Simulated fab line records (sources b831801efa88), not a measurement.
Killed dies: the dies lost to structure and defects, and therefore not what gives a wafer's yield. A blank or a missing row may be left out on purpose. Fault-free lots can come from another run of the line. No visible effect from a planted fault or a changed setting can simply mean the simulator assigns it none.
Problem report in the 8D (eight disciplines) form, filled by code -- flow sky130 -- the parts of the form that need people (team, actions taken, sign-off) are left out

## 1. THE ISSUE
SKY_PAD_OPEN_PROBE_99, killed_at_M4_up: mean 45.0 over 1 wafer from 1 lot; wafers with no fault: 3.2, standard deviation 1.9. Measured from the usual mean, that is +22 standard deviations.
First observed at day 47 11:59: wafer L492.5, on prober-02. The record holds 4 wafers of 2 lots with a number at this step. Rule for "out" (also "out of limits"): further than 4 standard deviations from the usual mean. The rest of the wafers with a number are treated as sound.

## 2. WHAT IT IS; WHAT IT IS NOT
question,is,is not
which readings at this step,"killed_at_M4_up, sort_bin_3_pad_short","killed_at_M0_to_M3, killedAtContacts, killedAtFrontEnd, killedAtOther, killedOpen, killedShort, sort_bin_6_memory"
which lots,L492,L507
which wafers of those lots,L492.5,"L492.3, L492.6"
read on which tools,prober-02,prober-01
when,from day 47 11:59,"up to then (1 sound wafer); but 2 sound wafers of L492, L507 came after"

## 3. THE SUSPECTS, EACH WITH WHAT RULES IT OUT
Counting: if a tool at a process step up to the reading ran every lot that is out, it stays a suspect. Sound lots after the first of them don't rule it out here, since some wafers of a struck lot are sound.
- pvdSputter-04 at SKY_VIA3_SPUTTER_20 (material TiN, target thk 20 nm, time 80 s): kept. It ran the lot that is out, L492 (day 41 14:47).
- plasmaAsher-01 at SKY_CAP2M_STRIP_14 (strips in O2/N2): kept. It ran the lot that is out, L492 (day 42 16:17).
- rieMetal-04 at SKY_METAL4_METAL_ETCH_18 (etches the open film in Cl2/BCl3, stops on SiO2, target depth 845 nm, time 183.1 s): kept. It ran the lot that is out, L492 (day 43 15:57).
- pvdSputter-03 at SKY_METAL5_SPUTTER_01 (material TiN, target thk 20 nm, time 16.7 s): kept. It ran the lot that is out, L492 (day 44 17:40).
- prober-02 at SKY_PAD_OPEN_PROBE_99: kept. It ran the lot that is out, L492 (day 47 11:53). Its own killed_at_M4_up, sort_bin_3_pad_short readings are out on those wafers.
- The sound lot-mates ran in chamber 0 of plasmaAsher-01 at SKY_CAP2M_STRIP_14, but the wafers that are out ran in chamber 1.
- The sound lot-mates ran in chamber 0 of rieMetal-04 at SKY_METAL4_METAL_ETCH_18, but the wafers that are out ran in chamber 1.
Left after counting: pvdSputter-04 at SKY_VIA3_SPUTTER_20, plasmaAsher-01 at SKY_CAP2M_STRIP_14, rieMetal-04 at SKY_METAL4_METAL_ETCH_18, pvdSputter-03 at SKY_METAL5_SPUTTER_01, prober-02 at SKY_PAD_OPEN_PROBE_99.

## 4. THE CAUSE (what the simulator had put in)
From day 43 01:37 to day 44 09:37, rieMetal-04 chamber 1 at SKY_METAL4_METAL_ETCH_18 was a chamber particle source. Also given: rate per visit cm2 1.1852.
5 suspects survive the count, and this tool is in that group.

## 5. THE CHAIN OF EFFECTS, in route order
Each row: a reading whose mean over the struck wafers that have a number lies more than 3 standard deviations from the usual. Scope: only readings with a usual standard deviation given in the record; hours: median across lots of the time from each lot's start at the first step in this table that gives one to its start at this step; sigmas: change in usual standard deviations.
hours,step,reading,usual,on struck wafers,change,sigmas
0,SKY_PAD_OPEN_PROBE_99,defectLimitedYield,82.7 %,76.4,-6.3,-3.3
0,SKY_PAD_OPEN_PROBE_99,killed_at_M4_up,3.2,45.0,+41.8,+22
0,SKY_PAD_OPEN_PROBE_99,killedDies,85,116,+31,+3.3
0,SKY_PAD_OPEN_PROBE_99,sort_bin_3_pad_short,0.8 %,3.9,+3.1,+8.2
0,SKY_PAD_OPEN_PROBE_99,sort_bin_5_function,10.3 %,15.4,+5.1,+3.4
0,SKY_PAD_OPEN_PROBE_99,sortNPass,407,376,-31,-3.3
0,SKY_PAD_OPEN_PROBE_99,sortYieldPct,82.7 %,76.4,-6.3,-3.3
It contains these process steps:
- SKY_PAD_OPEN_PROBE_99

## 6. WHAT WOULD HAVE CAUGHT IT SOONER
In this record no reading fell out of limits until day 47 11:59, 106 hours after the fault had begun at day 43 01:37.
An alarm limit of 4 standard deviations would not have fired on the tool readings at SKY_METAL4_METAL_ETCH_18 for which the record gives a usual standard deviation, since none of them was out on any struck wafer.
Lots out: 1; all had begun SKY_METAL4_METAL_ETCH_18 on rieMetal-04 by day 47 11:59. None of them would have been spared by holding the tool at that moment.
